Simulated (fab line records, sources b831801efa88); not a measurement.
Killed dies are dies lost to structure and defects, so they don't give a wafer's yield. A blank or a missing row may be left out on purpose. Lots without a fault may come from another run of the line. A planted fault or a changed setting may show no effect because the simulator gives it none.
fab line records | flow sky130
record lots=5 wafers=15 last_day=49
route steps=708 shown VIA1@460
lots that met no fault: from a run of the same line without faults
start_h: hours from the record's first day to the start of the lot's first wafer shown | wait_h: hours since the lot's step before | " the same as in the row above | L1.1+2: a row that stands for several wafers | - no value, or no start given | * or withheld: withheld | < > ~ a bound
route shown NAME@n: a module of which the file shows steps, and the number in the route of the first | usual: mean/standard deviation of fault-free wafers | same: alike in all rows | chamber/n: place in a boat | sites: the reading at each site | _std_site: their standard deviation | _edge_site: outer sites' mean less inner sites' | radius_mm: how far each site lies from the wafer's centre | mask NAME#n: copy n | behind: the tool/chamber that last shaped the wafer | hold: why the lot was held/for how many hours/how that ended | device: the transistor (n, p or np) that didn't switch | end of line: the same wafers' tests at the end of the route | a step without rows: its recipe alone | killed: dies lost to structure and defects at the first sort, not the wafer's yield | map: a wafer's dies, x killed, . not, _ none there
set.NAME: the setting as run; set.NAME@STEP: as run at that earlier step | model.NAME: the simulator's own value behind a step, which no gauge read
lots at some steps of the route; a table a step, a row a wafer
services: from which hour (start_h, from the record's first day; less than 0 if before it) a tool's chamber was out of use, for how many hours, and why
## steps
# step SKY_VIA1_CMP_02
# recipe material=SiO2 down_force_psi=4 platen_rpm=60 pad_velocity_m_s=0.94248
# usual edge_zone_pressure_frac=1.000/0.0046 motor_current_A=12.0/1.5
# columns lot.wafer tool chamber start_h wait_h edge_zone_pressure_frac motor_current_A
L912.3 cmp-02 0 779.32 0.6 1.008 14.3
L912.1 " 2 " " 0.999 13.1
L912.5 " 3 " " 1.005 10.2
L920.3 cmp-02 2 834.16 0.1 0.997 12.8
L920.4 " 0 " " 1.002 15.0
L920.6 " 1 " " 0.997 10.9
L922.1 cmp-02 3 853.20 0.1 0.999 10.3
L922.5 " 3 " " 1.004 10.3
L922.6 " 0 " " 1.002 15.1
L929.3 cmp-02 2 913.77 0.6 0.998 12.8
L929.2 " 3 " " 0.997 10.7
L929.6 " 0 " " 1.003 15.3
L931.4 cmp-02 2 914.02 0.8 0.994 12.5
L931.1 " 0 " " 1.004 14.6
L931.5 " 1 " " 0.996 11.2
# step SKY_VIA1_BOW_MEAS_03
# recipe mode=bow
# usual VIA1_BOW=80/6.8
# columns lot.wafer tool chamber start_h wait_h VIA1_BOW[um]
L912.1 film_metro-03 - 779.57 0.1 75
L912.3 " - " " 85
L912.5 " - " " 81
L920.3 film_metro-03 - 834.45 0.2 91
L920.4 " - " " 87
L920.6 " - " " 88
L922.1 film_metro-03 - 853.50 0.2 77
L922.5 " - " " 80
L922.6 " - " " 69
L929.2 film_metro-01 - 913.99 0.1 80
L929.3 " - " " 70
L929.6 " - " " 69
L931.1 film_metro-04 - 914.27 0.1 84
L931.4 " - " " 84
L931.5 " - " " 92
# step SKY_VIA1_DEHYDRATE_04
# recipe temp_c=200 time_s=60
# step SKY_VIA1_HMDS_05
# recipe prime_time_s=60 prime_temp_c=120
# step SKY_VIA1_COAT_06
# recipe resist=BARC temp_c=withheld time_s=withheld spin_rpm=3000 resist_thk_nm=60
# step SKY_VIA1_COAT_07
# recipe resist=KrF-thick spin_rpm=3000 resist_thk_nm=450
# step SKY_VIA1_SOFTBAKE_08
# recipe temp_c=100 time_s=90 resist=KrF-thick
# step SKY_VIA1_EXPOSE_09
# recipe mask_id=VIM na=0.8 source_shape=annular sigma_inner=0.55 sigma_outer=0.85 target_cd_nm=150 dose_mj=38
# step SKY_VIA1_PEB_10
# recipe peb_temp_c=withheld peb_time_s=withheld resist=KrF-thick
# step SKY_VIA1_DEVELOP_11
# recipe develop_time_s=60 resist=KrF-thick dev_temp_c=21
# step SKY_VIA1_CD_MEAS_12
# recipe target_cd_nm=150
# usual cd_nm=150.5/1.8
# columns lot.wafer tool chamber start_h wait_h cd_nm
L912.1 cd_sem-01 - 806.45 - 151.4
L912.3 " - " " 151.8
L912.5 " - " " 151.0
L920.3 cd_sem-02 - 860.08 - 152.1
L920.4 " - " " 152.1
L920.6 " - " " 150.6
L922.1 cd_sem-02 - 879.95 - 149.7
L922.5 " - " " 150.4
L922.6 " - " " 150.0
L929.2 cd_sem-02 - 938.73 - 149.6
L929.3 " - " " 150.4
L929.6 " - " " 148.9
L931.1 cd_sem-02 - 939.60 - 154.2
L931.4 " - " " 153.6
L931.5 " - " " 153.3
# step SKY_VIA1_OVL_MEAS_13
# usual VIA1_OVL=3/5.5
# columns lot.wafer tool chamber start_h wait_h VIA1_OVL[nm]
L912.1 overlay-01 - 806.57 0.1 4
L912.3 " - " " 4
L912.5 " - " " 5
L920.3 overlay-01 - 860.18 0.1 9
L920.4 " - " " 3
L920.6 " - " " 4
L922.1 overlay-02 - 880.07 0.1 5
L922.5 " - " " -2
L922.6 " - " " 12
L929.2 overlay-02 - 938.83 0.1 -4
L929.3 " - " " -4
L929.6 " - " " -6
L931.1 overlay-02 - 939.72 0.1 5
L931.4 " - " " 3
L931.5 " - " " 9
# step SKY_VIA1_ETCH_14
# recipe chemistry=N2/H2 target=BARC ion_energy_ev=200 source_w=500 bias_w=100 pressure_mtorr=30 n2_flow_sccm=100 h2_flow_sccm=200 stop_on=SiO2 time_s=45.9 target_depth_a=600
# usual drypump_motor_current_A=5.7/0.46 n2_flow_sccm=100.0/0.32 oes_product_au=0.855/0.0051 rf_fwd_power_W=494.6/2.1 run_length_s=74.2/0.48 throttle_valve_pct=13.224/0.0092
# columns lot.wafer tool chamber start_h wait_h drypump_motor_current_A n2_flow_sccm oes_product_au rf_fwd_power_W rf_hours_counter_h run_length_s throttle_valve_pct model.KrF-thick_of_VIA1_COAT_07.thk_nm
L912.1 rie_diel-01 1 806.61 0.0 6.4 100.0 0.862 495.2 12 74.7 13.204 392.6
L912.3 " 3 " " 6.4 100.2 0.851 493.3 33 74.6 13.234 393.2
L912.5 " 1 " " 6.4 100.0 0.855 496.2 - 74.6 13.210 393.2
L920.3 rie_diel-04 2 860.20 0.0 5.7 100.1 0.852 494.0 14 73.7 13.227 392.7
L920.4 " 0 " " 4.9 100.0 0.978 - 0 68.1 13.232 398.7
L920.6 " 3 " " 5.4 99.3 0.970 - - 68.6 13.228 396.9
L922.1 rie_diel-02 1 880.11 0.0 5.4 99.6 0.849 498.5 25 74.1 13.226 393.1
L922.5 " 2 " " 6.1 99.8 0.858 495.7 - 73.7 13.225 393.1
L922.6 " 3 " " 5.2 100.3 0.850 493.9 - 74.6 13.239 392.8
L929.2 rie_diel-01 3 938.86 0.0 6.4 100.4 0.854 493.2 3 74.5 13.214 393.1
L929.3 " 1 " " 6.4 99.8 0.854 494.6 16 75.1 13.238 392.2
L929.6 " 0 " " 5.7 100.1 0.862 490.2 - 73.4 13.241 394.7
L931.1 rie_diel-04 3 939.75 0.0 5.4 99.7 0.862 493.8 18 74.7 13.216 393.6
L931.4 " 2 " " 5.7 100.1 0.858 494.1 16 73.4 13.225 395
L931.5 " 3 " " 5.3 99.8 0.859 492.1 - 75.0 13.218 394
# step SKY_VIA1_ETCH_15
# recipe target=SiO2 chemistry=C4F8/O2/Ar target_depth_nm=351 stop_on=TiN mask_material=KrF-thick source_w=1500 bias_w=1200 pressure_mtorr=40 c4f8_flow_sccm=withheld O2_flow_sccm=6 Ar_flow_sccm=300 time_s=54
# usual oes_product_au=0.980/0.0076 rf_fwd_power_W=1485/6.2 run_length_s=82.2/0.43
# columns lot.wafer tool chamber start_h wait_h oes_product_au rf_fwd_power_W rf_hours_counter_h run_length_s model.KrF-thick_of_VIA1_COAT_07.thk_nm
L912.1 rie_diel-01 1 806.65 0.0 0.989 1472 12 82.8 322.4
L912.3 " 3 " " 0.975 1481 33 82.6 323.9
L912.5 " 1 " " 0.978 1473 - 82.7 323.1
L920.3 rie_diel-04 2 860.24 0.0 0.983 1478 14 81.8 323
L920.4 " 0 " " 0.970 1486 0 82.0 329.2
L920.6 " 3 " " 0.991 1481 - 82.4 324.7
L922.1 rie_diel-02 1 880.15 0.0 0.970 1493 25 82.3 323.6
L922.5 " 2 " " 0.985 1492 - 82.4 323.3
L922.6 " 3 " " 0.976 1488 - 82.5 323.4
L929.2 rie_diel-01 3 938.90 0.0 0.989 1488 3 82.5 322.1
L929.3 " 1 " " 0.984 1481 16 82.6 322
L929.6 " 0 " " 0.975 1488 - 81.7 326.1
L931.1 rie_diel-04 3 939.79 0.0 0.986 1488 18 82.6 322.2
L931.4 " 2 " " 0.955 1489 16 82.1 326.3
L931.5 " 3 " " 0.981 1486 - 82.5 323.1
# step SKY_VIA1_STRIP_16
# recipe chemistry=O2/N2 power_w=1400 pressure_mtorr=1500 platen_temp_c=withheld o2_flow_sccm=3000 n2_flow_sccm=300 overash_fraction=0.5
# usual drypump_motor_current_A=5.80/0.24 n2_flow_sccm=300.1/0.98 oes_product_au=0.416/0.0044 strip_time_to_endpoint_s=4.467/0.023
# columns lot.wafer tool chamber start_h wait_h drypump_motor_current_A n2_flow_sccm oes_product_au rf_hours_counter_h strip_time_to_endpoint_s
L912.1 plasma_asher-02 1 806.70 0.0 6.07 299.3 0.413 37 4.460
L912.3 " 1 " " 6.08 300.7 0.401 - 4.465
L912.5 " 0 " " 5.80 299.8 0.418 - 4.462
L920.3 plasma_asher-02 1 860.32 0.1 6.08 298.9 0.421 - 4.471
L920.4 " 0 " " 5.79 299.5 0.419 - 4.524
L920.6 " 0 " " 5.82 299.7 0.417 - 4.468
L922.1 plasma_asher-03 1 880.20 0.0 5.73 301.9 0.414 79 4.474
L922.5 " 0 " " 5.82 299.8 0.410 - 4.458
L922.6 " 1 " " 5.72 299.9 0.415 - 4.473
L929.2 plasma_asher-03 0 938.95 0.0 5.80 301.2 0.411 85 4.437
L929.3 " 1 " " 5.72 300.6 0.409 - 4.462
L929.6 " 1 " " 5.72 299.0 0.419 - 4.500
L931.1 plasma_asher-02 1 939.84 0.0 6.10 300.1 0.424 49 4.457
L931.4 " 1 " " 6.07 299.7 0.413 - 4.498
L931.5 " 0 " " 5.77 301.3 0.414 - 4.473
## services
# columns tool chamber start_h hours kind
rie_diel-04 0 771.80 8.2 repair
plasma_asher-03 - 783.87 0.4 repair
rie_diel-01 2 791.27 10.2 repair
rie_diel-04 0 810.69 2.5 repair
rie_diel-04 0 813.15 - clean
rie_diel-04 0 813.15 21.8 scheduled_down
rie_diel-04 0 813.15 21.8 vent_cycle
plasma_asher-02 - 813.28 2.8 pm
rie_diel-01 3 816.48 - clean
rie_diel-01 3 816.48 19.5 scheduled_down
rie_diel-01 3 816.48 19.5 vent_cycle
cmp-02 - 838.25 2.7 repair
rie_diel-02 3 842.10 3.3 repair
plasma_asher-02 - 877.02 4.0 repair
rie_diel-01 - 888.90 1.0 repair
rie_diel-04 1 896.15 8.5 repair
cmp-02 - 899.44 6.2 repair
cmp-02 - 906.38 4.1 repair
rie_diel-02 0 913.73 2.1 repair
plasma_asher-03 - 921.52 1.1 repair
rie_diel-04 2 925.67 8.3 repair
cmp-02 - 933.24 1.0 repair
## key
first_sign step=SKY_VIA1_ETCH_14 reading=oes_product_au direction=up sigmas=24 usual=0.855 struck=0.974
effect step=SKY_VIA1_ETCH_14 reading=run_length_s direction=down sigmas=12 usual=* struck=*
model_effect step=SKY_VIA1_ETCH_14 value=KrF-thick_of_VIA1_COAT_07.thk_nm without=392.2 struck=397.8
model_effect step=SKY_VIA1_ETCH_15 value=KrF-thick_of_VIA1_COAT_07.thk_nm without=321.4 struck=326.9
met_at SKY_VIA1_ETCH_14
struck_wafers L920.4,L920.6
sort_left_out L920.4,L920.6
fault kind=process_parameter_drift tool=rie_diel-04 chamber=- onset_h=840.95 steps=SKY_VIA1_ETCH_14 channel=time_s offset=* shape=step end_h=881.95 scope=struck_wafers_only acts_in=* stated=*
# sort_left_out: the simulated sort isn't trusted on such a fault, so these wafers' sort isn't shown, and their yield isn't known
